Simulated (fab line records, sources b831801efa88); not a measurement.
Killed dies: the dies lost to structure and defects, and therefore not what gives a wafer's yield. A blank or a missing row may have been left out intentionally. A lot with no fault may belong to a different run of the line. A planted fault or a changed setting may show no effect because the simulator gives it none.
fab line records    flow sky130
record: lots: 13  wafers: 39  lastDay: 50
route steps=708 shown LDD_P@263 RES_XHIGH@360 LI_CONTACT@371 PAD_OPEN@708
lots that met no fault: from a run of the same line without faults
startH: the number of hours between the record's first day and the start of the first shown wafer of the lot    waitH: hours elapsed since this lot's preceding step    " same as the row above    L1.1+2: one row covering several wafers at once    - no value present, or no start provided    * or withheld: withheld    < > ~ a bound
route shown NAME@n: NAME is a module with steps in the file, n the number in the route of the first one    usual: the fault-free wafers' mean and standard deviation    same: alike in all rows    chamber/n: place in a boat    sites: each site's reading    _std_site: standard deviation across them    _edge_site: outer sites' mean less inner sites'    radiusMm: how far each site lies from the wafer's centre    mask NAME#n: copy n    behind: the last tool/chamber to shape the wafer    hold: why the lot went on hold/how many hours it stayed there/how the hold came to an end    device: whichever transistor did not switch (one of n, p or np)    end of line: the same wafers' tests at the end of the route    where a step has no rows: the recipe by itself    killed: count of dies lost to structure and defects at first sort (not the wafer's yield)    map: a wafer's dies, x killed, . not, _ none there
set.NAME: the setting the step ran with; set.NAME@STEP: the setting that earlier step ran with    model.NAME: the simulator's own value behind a step, which no gauge read
one table for each step of the route and one row for each wafer, over a sample of lots
services: the hour from which a tool's chamber was out of use, counted from the record's first day as startH (under 0 if before that day), plus the number of hours and why
== steps ==
step: SKY_LDD_P_OVL_MEAS_08
usual: LDD_P_OVL: 0.6/1.4
lot.wafer  tool        chamber  startH  waitH  LDD_P_OVL[nm]
L838.2     overlay-01  -        428.43  0.1    2.5
L838.4     "           -        "       "      2.4
L838.6     "           -        "       "      2.7
L840.3     overlay-01  -        455.27  0.1    -1.5
L840.4     "           -        "       "      -0.4
L840.6     "           -        "       "      -0.6
L842.1     overlay-02  -        467.79  0.1    0.8
L842.5     "           -        "       "      -0.4
L842.6     "           -        "       "      -1.0
L845.3     overlay-02  -        501.34  0.1    -0.6
L845.5     "           -        "       "      -1.1
L845.6     "           -        "       "      -0.2
L846.1     overlay-02  -        523.84  0.1    2.9
L846.4     "           -        "       "      2.8
L846.5     "           -        "       "      2.2
L848.1     overlay-02  -        552.33  0.1    -0.9
L848.2     "           -        "       "      0.9
L848.5     "           -        "       "      -0.4
L854.1     overlay-02  -        579.68  0.1    -0.2
L854.3     "           -        "       "      0.2
L854.4     "           -        "       "      0.0
L856.2     overlay-02  -        586.59  0.1    1.5
L856.3     "           -        "       "      2.7
L856.5     "           -        "       "      1.7
L855.1     overlay-01  -        587.25  0.1    -0.7
L855.5     "           -        "       "      0.7
L855.6     "           -        "       "      1.2
L857.1     overlay-01  -        597.35  0.1    -0.6
L857.2     "           -        "       "      0.2
L857.4     "           -        "       "      -1.0
L859.3     overlay-01  -        615.42  0.1    3.2
L859.4     "           -        "       "      1.8
L859.5     "           -        "       "      2.2
L860.2     overlay-02  -        624.08  0.1    0.2
L860.4     "           -        "       "      -0.5
L860.5     "           -        "       "      -0.2
L861.1     overlay-01  -        649.68  0.1    1.1
L861.3     "           -        "       "      0.2
L861.4     "           -        "       "      -0.3
step: SKY_SD_N_RS_MEAS_18
recipe: thkMeasGauge: four-point-probe
usual: RES_XHIGH_RS: 333.0/1.1
lot.wafer  tool          chamber  startH  waitH  RES_XHIGH_RS[ohm/sq]
L838.2     filmMetro-02  -        644.71  0.1    332.1
L838.4     "             -        "       "      332.8
L838.6     "             -        "       "      332.4
L840.3     filmMetro-04  -        665.88  0.1    331.4
L840.4     "             -        "       "      331.1
L840.6     "             -        "       "      332.9
L842.1     filmMetro-02  -        680.68  0.1    332.8
L842.5     "             -        "       "      334.0
L842.6     "             -        "       "      333.8
L845.3     filmMetro-01  -        710.60  0.1    329.8
L845.5     "             -        "       "      331.0
L845.6     "             -        "       "      332.6
L846.1     filmMetro-01  -        731.92  0.1    334.2
L846.4     "             -        "       "      332.8
L846.5     "             -        "       "      333.0
L848.1     filmMetro-02  -        756.34  0.1    331.7
L848.2     "             -        "       "      331.0
L848.5     "             -        "       "      331.4
L854.1     filmMetro-04  -        781.97  0.1    332.4
L854.3     "             -        "       "      333.1
L854.4     "             -        "       "      334.2
L856.2     filmMetro-01  -        789.18  0.1    334.1
L856.3     "             -        "       "      334.0
L856.5     "             -        "       "      334.3
L855.1     filmMetro-02  -        790.69  0.1    333.0
L855.5     "             -        "       "      333.2
L855.6     "             -        "       "      332.2
L857.1     filmMetro-02  -        797.14  0.1    332.2
L857.2     "             -        "       "      332.3
L857.4     "             -        "       "      333.5
L859.3     filmMetro-02  -        814.92  0.1    332.6
L859.4     "             -        "       "      332.9
L859.5     "             -        "       "      333.2
L860.2     filmMetro-04  -        821.68  0.1    333.0
L860.4     "             -        "       "      332.3
L860.5     "             -        "       "      332.5
L861.1     filmMetro-04  -        844.04  0.1    332.4
L861.3     "             -        "       "      332.8
L861.4     "             -        "       "      332.2
step: SKY_LI_CONTACT_EXPOSE_09
recipe: maskId: LICM1  na: 0.8  sourceShape: annular  sigmaInner: 0.55  sigmaOuter: 0.85  targetCdNm: 170  doseMj: 38
lot.wafer   tool           chamber  startH  waitH  mask
L838.2+4+6  krfScanner-02  0        660.49  -      LICM1#0
L840.3+4+6  krfScanner-02  0        680.11  -      LICM1#0
L842.1+5+6  krfScanner-01  0        696.54  -      LICM1#0
L845.3+5+6  krfScanner-02  0        725.67  -      LICM1#0
L846.1+4+5  krfScanner-02  0        746.87  -      LICM1_R1#0
L848.1+2+5  krfScanner-01  0        770.18  -      LICM1#0
L854.1+3+4  krfScanner-02  0        795.84  -      LICM1#0
L856.2+3+5  krfScanner-02  0        803.80  -      LICM1#0
L855.1+5+6  krfScanner-02  0        805.07  -      LICM1#0
L857.1+2+4  krfScanner-02  0        811.49  -      LICM1#0
L859.3+4+5  krfScanner-02  0        828.82  -      LICM1#0
L860.2+4+5  krfScanner-02  0        835.94  -      LICM1#0
L861.1+3+4  krfScanner-01  0        857.26  -      LICM1#0
step: SKY_LI_CONTACT_CD_MEAS_12
recipe: targetCdNm: 170
usual: cdNm: 169.7/1.6
lot.wafer  tool      chamber  startH  waitH  cdNm
L838.2     cdSem-01  -        673.95  -      167.8
L838.4     "         -        "       "      169.8
L838.6     "         -        "       "      168.0
L840.3     cdSem-01  -        694.57  -      169.4
L840.4     "         -        "       "      167.2
L840.6     "         -        "       "      168.6
L842.1     cdSem-01  -        709.62  -      167.7
L842.5     "         -        "       "      168.6
L842.6     "         -        "       "      167.8
L845.3     cdSem-02  -        738.26  -      167.2
L845.5     "         -        "       "      168.4
L845.6     "         -        "       "      169.5
L846.1     cdSem-01  -        759.88  -      150.3
L846.4     "         -        "       "      150.5
L846.5     "         -        "       "      149.9
L848.1     cdSem-01  -        783.66  -      170.3
L848.2     "         -        "       "      167.6
L848.5     "         -        "       "      167.5
L854.1     cdSem-01  -        808.99  -      170.1
L854.3     "         -        "       "      171.3
L854.4     "         -        "       "      170.1
L856.2     cdSem-02  -        816.69  -      169.1
L856.3     "         -        "       "      168.7
L856.5     "         -        "       "      168.9
L855.1     cdSem-01  -        818.06  -      170.9
L855.5     "         -        "       "      169.1
L855.6     "         -        "       "      170.3
L857.1     cdSem-01  -        824.16  -      168.5
L857.2     "         -        "       "      167.6
L857.4     "         -        "       "      168.3
L859.3     cdSem-01  -        842.01  -      171.5
L859.4     "         -        "       "      169.8
L859.5     "         -        "       "      170.1
L860.2     cdSem-01  -        848.89  -      168.4
L860.4     "         -        "       "      168.8
L860.5     "         -        "       "      168.6
L861.1     cdSem-01  -        870.37  -      167.3
L861.3     "         -        "       "      168.6
L861.4     "         -        "       "      167.6
step: SKY_LI_CONTACT_RS_MEAS_22
recipe: thkMeasGauge: four-point-probe  reads: W_of_LI_CONTACT_CVD_21+TiN_of_LI_CONTACT_SPUTTER_20+Ti_of_LI_CONTACT_SPUTTER_19
usual: LI_CONTACT_W_RS: 0.2840/0.0024
lot.wafer  tool          chamber  startH  waitH  LI_CONTACT_W_RS[ohm/sq]
L838.2     filmMetro-04  -        674.80  0.1    0.2828
L838.4     "             -        "       "      0.2853
L838.6     "             -        "       "      0.2890
L840.3     filmMetro-02  -        695.42  0.1    0.2861
L840.4     "             -        "       "      0.2844
L840.6     "             -        "       "      0.2847
L842.1     filmMetro-04  -        710.47  0.1    0.2853
L842.5     "             -        "       "      0.2844
L842.6     "             -        "       "      0.2809
L845.3     filmMetro-01  -        739.10  0.1    0.2861
L845.5     "             -        "       "      0.2842
L845.6     "             -        "       "      0.2851
L846.1     filmMetro-01  -        760.74  0.1    0.2837
L846.4     "             -        "       "      0.2839
L846.5     "             -        "       "      0.2853
L848.1     filmMetro-01  -        784.50  0.1    0.2887
L848.2     "             -        "       "      0.2860
L848.5     "             -        "       "      0.2859
L854.1     filmMetro-04  -        809.83  0.1    0.2827
L854.3     "             -        "       "      0.2813
L854.4     "             -        "       "      0.2849
L856.2     filmMetro-04  -        817.53  0.1    0.2858
L856.3     "             -        "       "      0.2875
L856.5     "             -        "       "      0.2852
L855.1     filmMetro-02  -        818.90  0.1    0.2785
L855.5     "             -        "       "      0.2863
L855.6     "             -        "       "      0.2795
L857.1     filmMetro-01  -        825.00  0.1    0.2829
L857.2     "             -        "       "      0.2842
L857.4     "             -        "       "      0.2831
L859.3     filmMetro-04  -        842.85  0.1    0.2878
L859.4     "             -        "       "      0.2861
L859.5     "             -        "       "      0.2880
L860.2     filmMetro-01  -        849.75  0.1    0.2857
L860.4     "             -        "       "      0.2850
L860.5     "             -        "       "      0.2847
L861.1     filmMetro-04  -        871.21  0.1    0.2845
L861.3     "             -        "       "      0.2838
L861.4     "             -        "       "      0.2813
step: SKY_PAD_OPEN_PROBE_99
usual: killed_at_M0_to_M3: 43/6.5  killed_at_M4_up: 3/1.7  killedAtContacts: 25/5.1  killedAtFrontEnd: 15/3.8  killedAtOther: 0.2/0.45  killedDies: 86/8.8  killedOpen: 47/6.7  killedShort: 39/6
same: grossDies: 492  killedAtBackSide: 0
lot.wafer  tool       chamber  startH   waitH  killed_at_M0_to_M3  killed_at_M4_up  killedAtContacts  killedAtFrontEnd  killedAtOther  killedDies  killedOpen  killedShort
L846.1     prober-02  -        1135.78  0.1    30                  1                27                11                0              69          35          21
L846.4     prober-02  -        1135.93  0.2    40                  3                25                16                0              84          41          33
L846.5     prober-02  -        1135.98  0.2    48                  2                33                15                1              99          39          48
killed by level:class
L846.1 LI_CONTACT:areaExpose=13 VIA3:geometricParticle:open=10 CONTACT:geometricParticle:open=6 LI_CONTACT:geometricParticle:open=5 VIA1:geometricParticle:open=5 FIELD_ISO:geometricParticle:short=4 VIA2:geometricParticle:open=4 POLY_GATE:geometricParticle:short=3
L846.4 VIA1:geometricParticle:open=10 LI_CONTACT:areaExpose=10 VIA2:geometricParticle:open=6 FIELD_ISO:geometricParticle:short=5 CONTACT:geometricParticle:open=5 METAL2:geometricParticle:short=5 POLY_GATE:geometricParticle:open=4 CONTACT:geometricParticle:short=4
L846.5 LI_CONTACT:areaExpose=12 VIA1:geometricParticle:open=9 CONTACT:geometricParticle:open=8 METAL1:geometricParticle:short=8 VIA3:geometricParticle:short=6 LI_CONTACT:geometricParticle:open=5 METAL2:geometricParticle:short=5 METAL3:geometricParticle:short=5
== services ==
tool           chamber  startH  hours  kind
krfScanner-01  -        636.53  1.0    pm
krfScanner-01  -        652.67  1.3    pm
krfScanner-01  -        713.27  0.8    pm
krfScanner-02  -        720.18  0.8    pm
krfScanner-02  -        732.98  1.3    pm
krfScanner-02  -        776.80  1.0    pm
krfScanner-01  -        805.53  1.0    pm
krfScanner-01  -        828.57  1.3    pm
== key ==
firstSign: step: SKY_LI_CONTACT_EXPOSE_09  reading: mask  direction: changed
effect: step: SKY_LI_CONTACT_CD_MEAS_12  reading: cdNm  direction: down  sigmas: 12  usual: 169.7  struck: 150.2
metAt SKY_LI_CONTACT_EXPOSE_09
struckLots L846
testerLeftOut L846
notActingAt SKY_LDD_P_OVL_MEAS_08,SKY_SD_N_RS_MEAS_18,SKY_LI_CONTACT_RS_MEAS_22
onsetBetween 725.67 746.87
fault: kind: wrongMask  tool: any  chamber: -  onsetH: 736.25  steps: SKY_LI_CONTACT_EXPOSE_09  auxCopy: LICM1_R1#0  cdOffsetNm: -20  scope: struckLotsOnly
testerLeftOut: of these lots the tester's yield and bins aren't shown, on N5 and GAA mostly nor the transistor test; their killed dies are dies lost to structure and defects alone, not to doping, threshold or leakage, so they don't give the yield
